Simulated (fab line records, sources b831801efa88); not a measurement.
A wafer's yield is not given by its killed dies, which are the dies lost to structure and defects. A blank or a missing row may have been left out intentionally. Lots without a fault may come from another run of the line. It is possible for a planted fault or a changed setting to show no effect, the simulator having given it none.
fab line records	flow sky130
[record] lots = 12	wafers = 36	last-day = 50
route steps=708 shown METAL4@629 VIA4@649 METAL5@676 PAD_OPEN@708
lots untouched by any fault: they come from a run of this same line in which no faults occurred
start-h: start of the lot's first displayed wafer, in hours after the record's first day	wait-h: hours elapsed since this lot's preceding step	" same as the row above	L1.1+2: a single row standing in for several wafers	- either no value or no given start	* or withheld: withheld	< > ~ a bound
route shown NAME@n: a module of which the file shows steps, and the number in the route of the first	usual: mean and standard deviation over wafers with no fault	same: alike in all rows	chamber/n: place in a boat	sites: per-site readings	_std_site: standard deviation across them	_edge_site: the outer-site mean with the inner-site mean subtracted	radius-mm: how far each site lies from the wafer's centre	mask NAME#n: copy n	behind: the most recent tool/chamber to have shaped the wafer	hold: why the lot went on hold/how many hours it stayed there/how the hold came to an end	device: whichever transistor did not switch (one of n, p or np)	end of line: tests of these same wafers at the route's end	a step given without rows: its recipe and nothing more	killed: not the wafer's yield, but the dies lost to structure and defects at the first sort	map: dies across one wafer; x = killed, . = not, _ = none there
set.NAME: setting as actually run; set.NAME@STEP: the setting as run at that earlier step	model.NAME: the simulator's own value behind a step, which no gauge read
a sample of lots followed through the steps of the route, with each step as a table and each wafer as a row
services: the hour from which a tool's chamber was out of use, counted from the record's first day as start-h (under 0 if before that day), plus the number of hours and why
[[steps]]
[step SKY_METAL4_CD_MEAS_13]
[recipe] target-cd-nm = 300
[usual] cd-nm = 299.9/1.4
lot.wafer	tool	chamber	start-h	wait-h	cd-nm
L738.2	cd-sem-02	-	983.63	-	297.3
L738.3	"	-	"	"	297.3
L738.6	"	-	"	"	297.3
L739.1	cd-sem-02	-	987.53	-	299.7
L739.5	"	-	"	"	299.8
L739.6	"	-	"	"	299.0
L740.1	cd-sem-02	-	992.33	-	300.6
L740.2	"	-	"	"	300.2
L740.5	"	-	"	"	300.9
L741.4	cd-sem-01	-	1017.82	-	300.7
L741.5	"	-	"	"	300.6
L741.6	"	-	"	"	299.8
L742.1	cd-sem-02	-	1039.91	-	300.0
L742.2	"	-	"	"	299.1
L742.6	"	-	"	"	299.6
L746.1	cd-sem-02	-	1044.54	-	302.4
L746.5	"	-	"	"	301.3
L746.6	"	-	"	"	300.8
L747.2	cd-sem-02	-	1046.86	-	299.1
L747.3	"	-	"	"	297.6
L747.6	"	-	"	"	298.3
L749.1	cd-sem-02	-	1066.58	-	301.1
L749.3	"	-	"	"	302.1
L749.5	"	-	"	"	302.4
L752.1	cd-sem-02	-	1077.51	-	300.9
L752.5	"	-	"	"	301.4
L752.6	"	-	"	"	301.5
L758.1	cd-sem-02	-	1110.39	-	300.6
L758.4	"	-	"	"	302.0
L758.5	"	-	"	"	301.6
L759.2	cd-sem-02	-	1115.50	-	301.9
L759.4	"	-	"	"	301.8
L759.5	"	-	"	"	299.9
L760.3	cd-sem-01	-	1117.48	-	298.8
L760.4	"	-	"	"	299.9
L760.6	"	-	"	"	299.1
[step SKY_VIA4_DEVELOP_10]
[recipe] resist = NOVOLAK	developer = TMAH	develop-time-s = 60	dev-temp-c = 23
[usual] developer-temp-C = 23.00/0.11
lot.wafer	tool	chamber	start-h	wait-h	developer-temp-C
L738.2	litho-track-04	0	1007.42	0.1	23.13
L738.3	"	0	"	"	23.02
L738.6	"	0	"	"	22.75
L739.1	litho-track-02	0	1011.26	0.1	22.93
L739.5	"	0	"	"	22.96
L739.6	"	0	"	"	23.06
L740.1	litho-track-04	0	1016.59	0.1	22.78
L740.2	"	0	"	"	22.91
L740.5	"	0	"	"	22.83
L741.4	litho-track-02	0	1041.99	0.1	22.67
L741.5	"	0	"	"	22.83
L741.6	"	0	"	"	22.98
L742.1	litho-track-04	0	1063.04	0.1	22.96
L742.2	"	0	"	"	22.88
L742.6	"	0	"	"	23.11
L746.1	litho-track-03	0	1068.53	0.1	22.85
L746.5	"	0	"	"	23.19
L746.6	"	0	"	"	22.91
L747.2	litho-track-04	0	1070.47	0.1	23.17
L747.3	"	0	"	"	23.14
L747.6	"	0	"	"	22.97
L749.1	litho-track-04	0	1088.39	0.1	22.92
L749.3	"	0	"	"	23.02
L749.5	"	0	"	"	22.90
L752.1	litho-track-04	0	1098.54	0.1	23.03
L752.5	"	0	"	"	23.07
L752.6	"	0	"	"	23.16
L758.1	litho-track-04	0	1132.55	0.1	25.17
L758.4	"	0	"	"	25.49
L758.5	"	0	"	"	25.35
L759.2	litho-track-04	0	1136.82	0.1	25.23
L759.4	"	0	"	"	25.21
L759.5	"	0	"	"	25.35
L760.3	litho-track-03	0	1138.38	0.1	22.93
L760.4	"	0	"	"	23.20
L760.6	"	0	"	"	22.91
[step SKY_VIA4_STRIP_13]
[recipe] chemistry = O2/N2	power-w = 1400	pressure-mtorr = 1500	platen-temp-c = withheld	o2-flow-sccm = 3000	n2-flow-sccm = 300	overash-fraction = 0.5
[usual] drypump-motor-current-A = 5.7/0.46	oes-product-au = 0.710/0.0046	strip-time-to-endpoint-s = 12.804/0.026
lot.wafer	tool	chamber	start-h	wait-h	drypump-motor-current-A	oes-product-au	rf-hours-counter-h	strip-time-to-endpoint-s
L738.2	plasma-asher-02	0	1007.65	-	5.8	0.708	56	12.767
L738.3	"	0	"	"	5.8	0.706	-	12.768
L738.6	"	0	"	"	5.8	0.710	-	12.833
L739.1	plasma-asher-01	1	1011.52	-	5.9	0.709	27	12.825
L739.5	"	1	"	"	5.9	0.708	-	12.777
L739.6	"	0	"	"	5.3	0.721	-	12.786
L740.1	plasma-asher-04	0	1016.85	-	6.2	0.707	89	12.838
L740.2	"	1	"	"	5.0	0.708	89	12.805
L740.5	"	1	"	"	5.0	0.711	-	12.816
L741.4	plasma-asher-02	1	1042.21	-	5.9	0.714	-	12.834
L741.5	"	1	"	"	5.9	0.714	-	12.780
L741.6	"	0	"	"	5.8	0.706	-	12.758
L742.1	plasma-asher-04	0	1063.30	-	6.2	0.710	93	12.801
L742.2	"	1	"	"	5.0	0.713	93	12.860
L742.6	"	1	"	"	5.0	0.708	-	12.843
L746.1	plasma-asher-01	1	1068.79	-	6.0	0.718	33	12.772
L746.5	"	0	"	"	5.3	0.711	-	12.828
L746.6	"	1	"	"	5.9	0.708	-	12.827
L747.2	plasma-asher-04	1	1070.70	-	5.0	0.702	94	12.825
L747.3	"	1	"	"	5.0	0.714	-	12.792
L747.6	"	1	"	"	5.0	0.708	-	12.822
L749.1	plasma-asher-04	1	1088.65	-	5.0	0.699	96	12.830
L749.3	"	1	"	"	5.0	0.709	-	12.786
L749.5	"	1	"	"	5.0	0.712	-	12.833
L752.1	plasma-asher-01	1	1098.80	-	6.0	0.712	36	12.822
L752.5	"	1	"	"	5.9	0.713	-	12.840
L752.6	"	0	"	"	5.3	0.704	-	12.823
L758.1	plasma-asher-02	1	1132.80	-	5.9	0.713	68	12.791
L758.4	"	1	"	"	5.9	0.718	-	12.783
L758.5	"	1	"	"	5.9	0.711	-	12.750
L759.2	plasma-asher-02	1	1137.05	-	5.9	0.711	68	12.844
L759.4	"	1	"	"	5.9	0.714	-	12.831
L759.5	"	0	"	"	5.7	0.717	-	12.791
L760.3	plasma-asher-02	1	1138.62	-	5.9	0.707	-	12.768
L760.4	"	0	"	"	5.8	0.701	-	12.773
L760.6	"	1	"	"	5.9	0.715	-	12.836
[step SKY_METAL5_METAL_ETCH_15]
[recipe] target-depth-a = 12600	stop-on = SiO2	over-etch-frac = 0.2	time-s = 252	chemistry = Cl2/BCl3	resist-sidewall-deg = 86	pressure-mtorr = 10	icp-w = 900	bias-w = 48.5	Cl2_flow_sccm = 60	bcl3-flow-sccm = 30
[usual] drypump-motor-current-A = 5.6/0.47	mfc-cl2-sccm = 60.01/0.19	oes-product-au = 0.894/0.0046	throttle-valve-pct = 22.264/0.0092
[same] over-etch-frac = 0.2
lot.wafer	tool	chamber	start-h	wait-h	drypump-motor-current-A	mfc-cl2-sccm	oes-product-au	rf-hours-counter-h	throttle-valve-pct
L738.2	rie-metal-04	0	1030.82	0.0	5.7	60.44	0.897	6	22.276
L738.3	"	0	"	"	5.7	60.28	0.886	-	22.267
L738.6	"	1	"	"	6.5	60.10	0.901	-	22.273
L739.1	rie-metal-01	0	1034.83	0.0	5.9	59.88	0.888	15	22.272
L739.5	"	1	"	"	5.1	59.90	0.892	-	22.257
L739.6	"	0	"	"	6.0	60.09	0.893	-	22.275
L740.1	rie-metal-01	0	1041.28	0.0	5.9	59.75	0.893	15	22.264
L740.2	"	1	"	"	5.1	59.95	0.895	14	22.257
L740.5	"	1	"	"	5.1	59.87	0.893	-	22.276
L741.4	rie-metal-04	1	1065.46	0.1	6.4	60.18	0.890	-	22.242
L741.5	"	1	"	"	6.4	60.00	0.892	-	22.275
L741.6	"	0	"	"	5.7	59.96	0.901	-	22.255
L742.1	rie-metal-01	0	1085.73	0.0	5.9	59.91	0.888	18	22.273
L742.2	"	1	"	"	5.1	59.90	0.893	16	22.255
L742.6	"	0	"	"	5.9	59.86	0.895	-	22.272
L746.1	rie-metal-03	0	1091.01	0.0	5.8	59.98	0.899	18	22.268
L746.5	"	0	"	"	5.8	59.98	0.893	-	22.269
L746.6	"	1	"	"	5.1	59.84	0.893	-	22.249
L747.2	rie-metal-03	1	1092.41	0.0	5.1	59.80	0.900	23	22.260
L747.3	"	0	"	"	5.8	59.97	0.894	-	22.266
L747.6	"	1	"	"	5.1	59.99	0.886	-	22.277
L749.1	rie-metal-01	0	1111.21	0.1	5.9	59.98	0.893	21	22.268
L749.3	"	0	"	"	5.9	59.96	0.897	-	22.260
L749.5	"	0	"	"	5.9	60.23	0.892	-	22.259
L752.1	rie-metal-01	0	1119.96	0.0	5.9	60.07	0.897	22	22.255
L752.5	"	1	"	"	5.1	59.99	0.892	-	22.262
L752.6	"	0	"	"	5.9	60.24	0.885	-	22.254
L758.1	rie-metal-01	0	1153.16	0.0	5.9	60.04	0.894	25	22.269
L758.4	"	1	"	"	5.1	60.00	0.896	-	22.257
L758.5	"	1	"	"	5.1	60.03	0.894	-	22.266
L759.2	rie-metal-01	1	1157.02	0.0	5.1	60.09	0.896	22	22.260
L759.4	"	1	"	"	5.1	60.07	0.895	-	22.259
L759.5	"	0	"	"	5.9	60.12	0.900	-	22.283
L760.3	rie-metal-04	0	1159.24	0.1	5.7	60.08	0.896	-	22.268
L760.4	"	1	"	"	6.5	59.92	0.886	-	22.274
L760.6	"	1	"	"	6.5	59.96	0.892	-	22.273
[step SKY_PAD_OPEN_PROBE_99]
[usual] defect-limited-yield = 82.2/1.8	killed_at_M0_to_M3 = 44/6	killed_at_M4_up = 3.3/2.1	killed-at-contacts = 25/5.5	killed-at-front-end = 15/4.3	killed-at-other = 0.2/0.41	killed-dies = 88/9.1	killed-open = 48/6.6	killed-short = 39/6.7	sort_bin_3_pad_short = 0.9/0.4	sort_bin_5_function = 10.4/1.5	sort_bin_6_memory = 6.5/1.1	sort-n-pass = 404/9.1	sort-yield-pct = 82.2/1.8
[same] gross-dies = 492	killed-at-back-side = 0	sort_bin_4_leakage[%] = 0	sort_bin_8_speed[%] = 0
lot.wafer	tool	chamber	start-h	wait-h	defect-limited-yield[%]	killed_at_M0_to_M3	killed_at_M4_up	killed-at-contacts	killed-at-front-end	killed-at-other	killed-dies	killed-open	killed-short	sort_bin_3_pad_short[%]	sort_bin_5_function[%]	sort_bin_6_memory[%]	sort-n-pass	sort-yield-pct[%]
L739.1	prober-02	-	1081.44	0.1	82.5	48	6	21	10	1	86	56	30	1.0	10.6	5.9	406	82.5
L739.5	prober-02	-	1081.64	0.2	83.5	36	1	28	16	0	81	52	29	0.2	8.5	7.7	411	83.5
L739.6	prober-02	-	1081.69	0.2	82.7	40	4	22	19	0	85	50	35	0.6	11.6	5.1	407	82.7
L741.4	prober-02	-	1110.04	0.2	82.7	42	2	20	20	1	85	41	44	0.6	10.8	5.9	407	82.7
L741.5	prober-02	-	1110.09	0.2	80.1	49	2	31	15	1	98	48	49	0.8	11.6	7.5	394	80.1
L741.6	prober-02	-	1110.14	0.2	84.8	36	3	18	18	0	75	37	38	0.6	9.6	5.1	417	84.8
L746.1	prober-02	-	1135.47	0.1	80.3	46	0	38	13	0	97	65	32	1.0	10.2	8.5	395	80.3
L746.5	prober-02	-	1135.67	0.2	82.1	47	2	17	22	0	88	43	45	0.6	9.1	8.1	404	82.1
L746.6	prober-02	-	1135.72	0.2	83.1	46	3	21	13	0	83	41	40	0.6	9.1	7.1	409	83.1
L747.2	prober-02	-	1137.55	0.1	79.5	50	0	35	16	0	101	55	46	1.8	11.8	6.9	391	79.5
L747.3	prober-02	-	1137.60	0.2	80.5	54	1	22	19	0	96	50	46	1.4	11.2	6.9	396	80.5
L747.6	prober-02	-	1137.75	0.2	81.9	40	4	33	11	1	89	56	33	1.2	11.6	5.3	403	81.9
L758.1	prober-01	-	1191.33	0.1	80.9	43	2	38	11	0	94	46	48	0.6	12.4	6.1	398	80.9
L758.4	prober-01	-	1191.48	0.2	81.1	45	3	37	8	0	93	47	46	1.0	12.6	5.3	399	81.1
L758.5	prober-01	-	1191.53	0.2	82.9	43	5	25	11	0	84	46	38	1.2	10.4	5.5	408	82.9
L759.2	prober-02	-	1194.26	0.1	80.7	47	6	24	17	1	95	48	47	1.4	9.8	8.1	397	80.7
L759.4	prober-02	-	1194.36	0.2	81.9	39	7	29	13	1	89	48	41	0.4	9.8	7.9	403	81.9
L759.5	prober-02	-	1194.41	0.2	81.5	44	5	21	21	0	91	45	46	1.4	10.6	6.5	401	81.5
// killed by level:class
L739.1 VIA1:geometric-particle:open=11 CONTACT:geometric-particle:open=9 VIA3:geometric-particle:open=8 LI_CONTACT:geometric-particle:open=6 METAL2:geometric-particle:short=6 POLY_GATE:geometric-particle:open=5 VIA2:geometric-particle:open=5 METAL1:geometric-particle:open=4
L739.5 CONTACT:geometric-particle:open=16 VIA1:geometric-particle:open=10 FIELD_ISO:geometric-particle:open=6 METAL1:geometric-particle:short=6 LI_CONTACT:geometric-particle:open=4 METAL2:geometric-particle:short=4 VIA3:geometric-particle:open=4 FIELD_ISO:geometric-particle:short=3
L739.6 VIA1:geometric-particle:open=12 CONTACT:geometric-particle:open=9 VIA3:geometric-particle:open=6 METAL1:geometric-particle:open=6 POLY_GATE:geometric-particle:open=5 VIA3:geometric-particle:short=5 FIELD_ISO:geometric-particle:short=4 LI_CONTACT:geometric-particle:open=4
L741.4 VIA1:geometric-particle:open=15 FIELD_ISO:geometric-particle:short=8 CONTACT:geometric-particle:open=7 VIA2:geometric-particle:open=5 CONTACT:geometric-particle:short=4 VIA2:geometric-particle:short=4 VIA3:geometric-particle:open=4 POLY_GATE:geometric-particle:short=3
L741.5 VIA1:geometric-particle:open=12 CONTACT:geometric-particle:open=10 METAL1:geometric-particle:short=9 LI_CONTACT:geometric-particle:open=8 POLY_GATE:geometric-particle:open=7 LOCAL_INTERCONNECT:geometric-particle:short=6 VIA1:geometric-particle:short=6 CONTACT:geometric-particle:short=5
L741.6 CONTACT:geometric-particle:open=6 VIA3:geometric-particle:open=6 VIA1:geometric-particle:open=6 FIELD_ISO:geometric-particle:short=5 VIA2:geometric-particle:open=5 FIELD_ISO:geometric-particle:open=4 POLY_GATE:geometric-particle:short=4 LOCAL_INTERCONNECT:geometric-particle:short=4
L746.1 CONTACT:geometric-particle:open=14 LI_CONTACT:geometric-particle:open=13 VIA1:geometric-particle:open=9 VIA3:geometric-particle:open=9 VIA2:geometric-particle:open=7 METAL2:geometric-particle:short=5 LI_CONTACT:geometric-particle:short=4 CONTACT:geometric-particle:short=4
L746.5 VIA1:geometric-particle:open=10 METAL2:geometric-particle:short=8 VIA2:geometric-particle:open=7 FIELD_ISO:geometric-particle:short=6 CONTACT:geometric-particle:short=6 VIA3:geometric-particle:open=6 POLY_GATE:geometric-particle:short=5 LI_CONTACT:geometric-particle:open=5
L746.6 CONTACT:geometric-particle:open=8 VIA1:geometric-particle:open=8 VIA2:geometric-particle:open=8 VIA3:geometric-particle:open=8 VIA1:geometric-particle:short=6 METAL1:geometric-particle:short=6 FIELD_ISO:geometric-particle:short=4 LOCAL_INTERCONNECT:geometric-particle:short=4
L747.2 VIA1:geometric-particle:open=18 CONTACT:geometric-particle:open=11 LI_CONTACT:geometric-particle:open=10 FIELD_ISO:geometric-particle:short=8 LOCAL_INTERCONNECT:geometric-particle:short=6 CONTACT:geometric-particle:short=6 VIA3:geometric-particle:short=6 VIA2:geometric-particle:open=5
L747.3 VIA1:geometric-particle:open=15 CONTACT:geometric-particle:open=10 FIELD_ISO:geometric-particle:short=8 VIA3:geometric-particle:open=8 VIA3:geometric-particle:short=6 LI_CONTACT:geometric-particle:open=5 VIA1:geometric-particle:short=5 VIA2:geometric-particle:open=5
L747.6 CONTACT:geometric-particle:open=15 VIA1:geometric-particle:open=9 VIA3:geometric-particle:open=8 LI_CONTACT:geometric-particle:open=6 FIELD_ISO:geometric-particle:open=4 LOCAL_INTERCONNECT:geometric-particle:short=4 CONTACT:geometric-particle:short=4 METAL1:geometric-particle:short=4
L758.1 CONTACT:geometric-particle:open=13 VIA1:geometric-particle:open=12 CONTACT:geometric-particle:short=8 VIA1:geometric-particle:short=7 LOCAL_INTERCONNECT:geometric-particle:short=6 LI_CONTACT:geometric-particle:open=5 LI_CONTACT:geometric-particle:short=5 VIA2:geometric-particle:open=5
L758.4 CONTACT:geometric-particle:open=16 VIA1:geometric-particle:open=10 CONTACT:geometric-particle:short=7 METAL2:geometric-particle:short=7 VIA2:geometric-particle:open=6 LOCAL_INTERCONNECT:geometric-particle:short=6 METAL1:geometric-particle:short=6 VIA3:geometric-particle:open=4
L758.5 CONTACT:geometric-particle:open=10 VIA1:geometric-particle:open=9 VIA2:geometric-particle:open=8 LI_CONTACT:geometric-particle:open=5 LOCAL_INTERCONNECT:geometric-particle:short=5 METAL1:geometric-particle:short=5 VIA3:geometric-particle:short=5 POLY_GATE:geometric-particle:short=4
L759.2 METAL1:geometric-particle:short=10 VIA1:geometric-particle:open=10 LI_CONTACT:geometric-particle:open=7 CONTACT:geometric-particle:open=7 VIA3:geometric-particle:open=7 POLY_GATE:geometric-particle:short=5 CONTACT:geometric-particle:short=5 VIA2:geometric-particle:short=5
L759.4 CONTACT:geometric-particle:open=9 VIA3:geometric-particle:open=8 LI_CONTACT:geometric-particle:open=7 LOCAL_INTERCONNECT:geometric-particle:short=7 FIELD_ISO:geometric-particle:open=6 VIA1:geometric-particle:open=5 VIA2:geometric-particle:short=5 CONTACT:geometric-particle:short=4
L759.5 VIA1:geometric-particle:open=16 CONTACT:geometric-particle:open=8 FIELD_ISO:geometric-particle:open=7 VIA1:geometric-particle:short=6 POLY_GATE:geometric-particle:short=5 METAL2:geometric-particle:short=5 FIELD_ISO:geometric-particle:short=4 METAL1:geometric-particle:short=4
[[services]]
tool	chamber	start-h	hours	kind
plasma-asher-01	-	1028.74	1.6	repair
rie-metal-01	0	1087.74	5.5	repair
rie-metal-01	1	1089.90	21.7	repair
plasma-asher-04	-	1102.55	1.8	repair
rie-metal-04	-	1107.30	2.8	pm
plasma-asher-02	-	1122.54	0.7	repair
plasma-asher-02	-	1133.45	2.8	pm
rie-metal-04	-	1138.74	14.6	pm
plasma-asher-04	-	1152.24	14.6	pm
plasma-asher-02	-	1154.22	3.8	repair
[[key]]
[first-sign] step = SKY_VIA4_DEVELOP_10	reading = developer-temp-C	direction = up	sigmas = 21	usual = *	struck = *
effect none on later readings
met-at SKY_VIA4_DEVELOP_10
struck-lots L758,L759
not-acting-at SKY_METAL4_CD_MEAS_13,SKY_VIA4_STRIP_13,SKY_METAL5_METAL_ETCH_15
onset-between 1098.54 1132.55
[fault] kind = process-parameter-drift	tool = litho-track-04	chamber = -	onset-h = 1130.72	steps = SKY_VIA4_DEVELOP_10	channel = dev-temp-c	offset = *	shape = step	end-h = 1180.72	acts-in = *	stated = *
